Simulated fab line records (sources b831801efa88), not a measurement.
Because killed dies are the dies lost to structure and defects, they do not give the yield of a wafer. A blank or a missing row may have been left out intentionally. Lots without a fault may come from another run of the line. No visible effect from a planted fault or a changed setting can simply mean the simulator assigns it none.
Which tool is to blame?    flow gf180mcu    39 wafers from 13 lots sampled at 6 of the route's 602 steps

## WHAT EACH GAUGE READ, for each wafer
GF_STI_THK_MEAS_04.
lot   measured     on             STI_CVD_03_THK (nm)
L454  day 1 14:23  film-metro-02  203.1 204.5 205.1
L455  day 1 18:37  film-metro-01  209.3 208.0 210.4
L456  day 2 01:19  film-metro-03  208.7 208.3 208.3
L460  day 3 01:07  film-metro-01  206.8 207.3 205.2
L461  day 3 01:08  film-metro-02  206.5 206.8 204.7
L462  day 3 07:22  film-metro-01  207.6 205.2 204.6
L463  day 3 11:15  film-metro-02  206.3 205.7 205.9
L465  day 3 21:07  film-metro-01  207.0 206.9 206.6
L466  day 4 04:03  film-metro-02  208.6 204.8 204.3
L469  day 4 17:02  film-metro-03  208.0 207.1 207.2
L470  day 4 22:25  film-metro-02  185.3 185.7 184.6
L471  day 5 02:37  film-metro-01  206.7 204.1 205.5
L472  day 5 08:16  film-metro-01  206.7 206.6 205.1

GF_STI_THK_MEAS_30.
lot   measured     on             STI_OXIDATION_02_THK (nm)
L454  day 2 08:55  film-metro-01  9.79 9.60 9.88
L455  day 2 18:16  film-metro-02  9.80 9.92 9.90
L456  day 3 03:24  film-metro-01  9.75 9.84 9.83
L460  day 3 19:02  film-metro-03  10.03 10.00 9.91
L461  day 4 00:52  film-metro-01  9.83 10.13 9.97
L462  day 4 02:16  film-metro-01  9.70 9.87 9.81
L463  day 4 06:20  film-metro-02  9.82 9.94 9.97
L465  day 4 15:17  film-metro-02  10.13 10.05 10.05
L466  day 4 22:42  film-metro-02  9.89 9.86 10.15
L469  day 5 12:05  film-metro-03  10.25 9.96 10.06
L470  day 5 18:28  film-metro-01  10.15 10.51 10.25
L471  day 5 21:21  film-metro-03  9.95 9.95 9.88
L472  day 6 05:11  film-metro-01  9.80 9.63 9.72

GF_HV_LDD_OVL_MEAS_20.
lot   measured      on          HV_LDD_01_OVL (nm)
L454  day 10 21:43  overlay-01  0.2 -0.8 2.1
L455  day 11 13:35  overlay-01  -2.5 -2.8 -1.5
L456  day 12 05:46  overlay-01  -1.9 -3.0 -3.0
L460  day 13 04:50  overlay-02  1.1 1.0 1.4
L461  day 13 20:11  overlay-02  -1.6 -0.5 -1.1
L462  day 13 21:26  overlay-02  1.3 -0.4 -0.1
L463  day 13 23:27  overlay-02  1.3 0.0 1.0
L465  day 14 07:50  overlay-01  -0.3 -0.5 -0.2
L466  day 14 23:05  overlay-02  1.4 -1.5 -1.7
L469  day 15 21:02  overlay-01  1.0 1.2 -1.5
L470  day 16 05:25  overlay-01  0.1 0.3 -1.2
L471  day 16 06:47  overlay-02  2.1 2.0 1.1
L472  day 17 00:08  overlay-01  -0.6 0.1 -1.5

GF_HV_LDD_THK_MEAS_57.
lot   measured      on             HV_LDD_CVD_56_THK (nm)
L454  day 12 15:47  film-metro-01  90.9 90.2 90.1
L455  day 13 08:55  film-metro-04  90.6 90.6 89.3
L456  day 14 03:10  film-metro-04  90.1 90.1 89.5
L460  day 15 03:24  film-metro-01  89.8 91.2 90.2
L461  day 15 22:50  film-metro-01  91.1 90.8 91.7
L462  day 15 22:53  film-metro-03  89.7 89.9 89.4
L463  day 16 02:17  film-metro-04  90.1 89.8 89.6
L465  day 16 09:23  film-metro-01  90.4 91.1 91.2
L466  day 17 00:04  film-metro-04  88.8 88.8 89.5
L469  day 17 23:10  film-metro-04  90.1 90.5 91.2
L470  day 18 09:09  film-metro-04  90.1 90.4 90.6
L471  day 18 10:35  film-metro-03  89.8 90.4 90.7
L472  day 19 04:32  film-metro-04  90.1 89.5 90.1

## TOOL THAT RAN EACH LOT (tool first, then ch and the chambers of the sampled wafers, then the start)
lot   GF_STI_CVD_03               GF_STI_ETCH_13
L454  lpcvd-02 ch 0, day 1 12:23  rie-diel-04 ch 0,1, day 2 03:02
L455  lpcvd-01 ch 0, day 1 16:37  rie-diel-04 ch 2,3, day 2 06:19
L456  lpcvd-01 ch 1, day 1 22:20  rie-diel-04 ch 0,2,3, day 2 13:52
L460  lpcvd-02 ch 0, day 2 23:07  rie-diel-04 ch 1,2,3, day 3 13:32
L461  lpcvd-01 ch 1, day 2 23:09  rie-diel-01 ch 0,2,3, day 3 14:05
L462  lpcvd-01 ch 0, day 3 05:23  rie-diel-04 ch 1,2, day 3 20:41
L463  lpcvd-02 ch 1, day 3 09:14  rie-diel-04 ch 0,2,3, day 4 00:20
L465  lpcvd-02 ch 0, day 3 19:08  rie-diel-04 ch 0,2,3, day 4 10:27
L466  lpcvd-01 ch 1, day 4 02:04  rie-diel-02 ch 1,2,3, day 4 17:29
L469  lpcvd-01 ch 0, day 4 15:02  rie-diel-02 ch 1,2,3, day 5 07:41
L470  lpcvd-02 ch 0, day 4 20:26  rie-diel-02 ch 1,2, day 5 13:07
L471  lpcvd-01 ch 1, day 5 00:37  rie-diel-01 ch 1,2,3, day 5 16:59
L472  lpcvd-01 ch 1, day 5 06:16  rie-diel-01 ch 0,1,2, day 5 23:26
- GF_STI_CVD_03: deposits Si3N4 from DCS/NH3, target thk 207.16 nm, time 3551 s.
- GF_STI_ETCH_13: etches the open film in CHF3/O2, stops on Si, target depth 282.31 nm, time 112.9 s.

## AS READ BY THE TOOLS THEMSELVES (means over the sampled wafers that have a number; for cases with no such wafer, the mark the record gives instead)
GF_STI_ETCH_13.
lot   tool         drypump-motor-current-A (A)  oes-product-au (a.u.)  throttle-valve-pct (%)
L454  rie-diel-04  6.0                          0.828                  8.814
L455  rie-diel-04  6.1                          0.837                  8.812
L456  rie-diel-04  5.8                          0.833                  8.814
L460  rie-diel-04  5.9                          0.830                  8.802
L461  rie-diel-01  6.0                          0.830                  8.802
L462  rie-diel-04  5.8                          0.829                  8.808
L463  rie-diel-04  5.8                          0.826                  8.807
L465  rie-diel-04  5.8                          0.834                  8.808
L466  rie-diel-02  5.5                          0.832                  8.802
L469  rie-diel-02  5.5                          0.834                  8.814
L470  rie-diel-02  5.6                          0.784                  8.795
L471  rie-diel-01  6.2                          0.829                  8.805
L472  rie-diel-01  6.0                          0.829                  8.806

## THE ANSWER, worked out from the rows above alone
Rule: the lots themselves supply what counts as usual. The widest of any qualifying gaps counts: lots, ordered by their means at a reading, are off when they make up no more than a third of the lots, leave a main group of 4 or more, and stand apart from it by 3 or more times the standard deviation of that group's means. The tables above print the reading to a certain number of digits; a main group whose means all agree to those digits is not used. A lot without any number at a reading at which 4 lots or more have one is off too. The other lots that the step has rows for count as sound. After the gauges, taken in route order, come the tools' own readings; for these a lot's mean is taken, as printed above. At the first step where some lot is off, the reading lying furthest off is the one used; lots without a number count as furthest.
Off: L470, at GF_STI_THK_MEAS_04 (STI_CVD_03_THK). Mean 206.5 nm and standard deviation 1.3 in the main group.
If a tool, at a process step before that reading, ran all the lots that are off and no sound lot after the first of them, it fits. Not tried: the gauges at GF_STI_THK_MEAS_04; whatever is off there is also off at GF_STI_ETCH_13, on other tools, and gauge error can't account for it. One candidate fits, namely lpcvd-02 at GF_STI_CVD_03. Its last sound lot is L465 (day 3 19:08), its first lot that is off L470 (day 4 20:26): a fault that began between those two fits.

## WHAT WAS PUT IN BY THE SIMULATOR
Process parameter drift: lpcvd-02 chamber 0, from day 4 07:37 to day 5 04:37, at GF_STI_CVD_03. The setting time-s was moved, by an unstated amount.
Shown lots that were struck: L470. The rule above found the same.
